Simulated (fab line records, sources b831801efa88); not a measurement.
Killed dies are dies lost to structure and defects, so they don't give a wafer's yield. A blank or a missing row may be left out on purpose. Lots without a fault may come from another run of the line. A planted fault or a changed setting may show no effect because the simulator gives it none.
Tool commonality check | flow gf180mcu | 12 lots, 39 wafers sampled

WHY IT WAS OPENED
At GF_SAB_CD_MEAS_09 the reading cd_nm is flagged on 1 of 12 lots. Wafers without a fault read 419.9 nm, standard deviation 2.2.
Rule: a lot is flagged when every wafer of it that has a number lies more than 4 standard deviations from that mean, or none has a number. The other lots count as sound.

lot  | measured     | on        | cd_nm (nm), wafer by wafer          | flag
L322 | day 15 10:22 | cd_sem-02 | 416.8 418.2 420.2                   |
L324 | day 16 02:01 | cd_sem-01 | 419.4 418.2 419.6                   |
L325 | day 16 05:46 | cd_sem-02 | 421.0 421.5 422.2                   |
L326 | day 16 19:08 | cd_sem-02 | 420.0 419.8 418.2                   |
L327 | day 17 01:10 | cd_sem-01 | 419.7 419.2 418.5                   |
L331 | day 18 07:11 | cd_sem-01 | 419.1 418.5 418.4                   |
L338 | day 21 02:17 | cd_sem-02 | 479.6 480.9 479.4 479.9 480.3 479.3 | FLAGGED
L341 | day 22 00:54 | cd_sem-01 | 420.6 422.0 420.8                   |
L342 | day 22 04:08 | cd_sem-02 | 421.7 420.6 422.8                   |
L343 | day 22 13:27 | cd_sem-01 | 419.5 420.3 420.1                   |
L344 | day 23 09:27 | cd_sem-02 | 419.1 418.4 418.3                   |
L345 | day 23 12:21 | cd_sem-01 | 419.1 420.3 421.1                   |
The numbers of the flagged lots are 479.9 nm on average: +60.0 nm against the usual, or +27 standard deviations.

WHICH TOOL RAN EACH LOT
The record holds 1 process step before the reading, out of a route of 602 steps. In each cell: the tool, then ch and the chambers that the sampled wafers went through, then the start.
lot  | flag    | GF_SAB_EXPOSE_06
L322 |         | iline_stepper-01 ch 0, day 14 23:31
L324 |         | iline_stepper-02 ch 0, day 15 15:19
L325 |         | iline_stepper-02 ch 0, day 15 18:58
L326 |         | iline_stepper-01 ch 0, day 16 08:25
L327 |         | iline_stepper-02 ch 0, day 16 14:07
L331 |         | iline_stepper-01 ch 0, day 17 20:02
L338 | FLAGGED | iline_stepper-02 ch 0, day 20 14:07
L341 |         | iline_stepper-02 ch 0, day 21 12:52
L342 |         | iline_stepper-02 ch 0, day 21 16:50
L343 |         | iline_stepper-02 ch 0, day 22 02:06
L344 |         | iline_stepper-01 ch 0, day 22 22:24
L345 |         | iline_stepper-02 ch 0, day 23 01:26
What these steps do:
- GF_SAB_EXPOSE_06: exposes mask SAB, target cd 420 nm.
- GF_SAB_CD_MEAS_09: target cd 420 nm.

FLAGGED OVER TOTAL, TOOL BY TOOL (the gauges that took the reading come last)
step              | tool             | lots run | flagged | share of the flagged lots | sound lots run after its first flagged lot
GF_SAB_EXPOSE_06  | iline_stepper-01 | 4        | 0       | none                      | -
GF_SAB_EXPOSE_06  | iline_stepper-02 | 8        | 1       | all                       | 4 (L341,L342,L343,L345)
GF_SAB_CD_MEAS_09 | cd_sem-01        | 6        | 0       | none                      | -
GF_SAB_CD_MEAS_09 | cd_sem-02        | 6        | 1       | all                       | 2 (L342,L344)

WHAT THE TABLE ALLOWS
2 rows of the table ran every flagged lot: iline_stepper-02 at GF_SAB_EXPOSE_06, cd_sem-02 at GF_SAB_CD_MEAS_09.
- iline_stepper-02 at GF_SAB_EXPOSE_06: 1 of its 8 lots flagged. Sound lots ran on it after the first flagged one (L341, L342, L343, L345), which a lasting fault on the whole tool wouldn't allow.
- cd_sem-02 at GF_SAB_CD_MEAS_09: 1 of its 6 lots flagged. Sound lots ran on it after the first flagged one (L342, L344), which a lasting fault on the whole tool wouldn't allow.
No row of the table ran every flagged lot and no sound lot after the first.

WHAT THE SIMULATOR HAD PUT IN
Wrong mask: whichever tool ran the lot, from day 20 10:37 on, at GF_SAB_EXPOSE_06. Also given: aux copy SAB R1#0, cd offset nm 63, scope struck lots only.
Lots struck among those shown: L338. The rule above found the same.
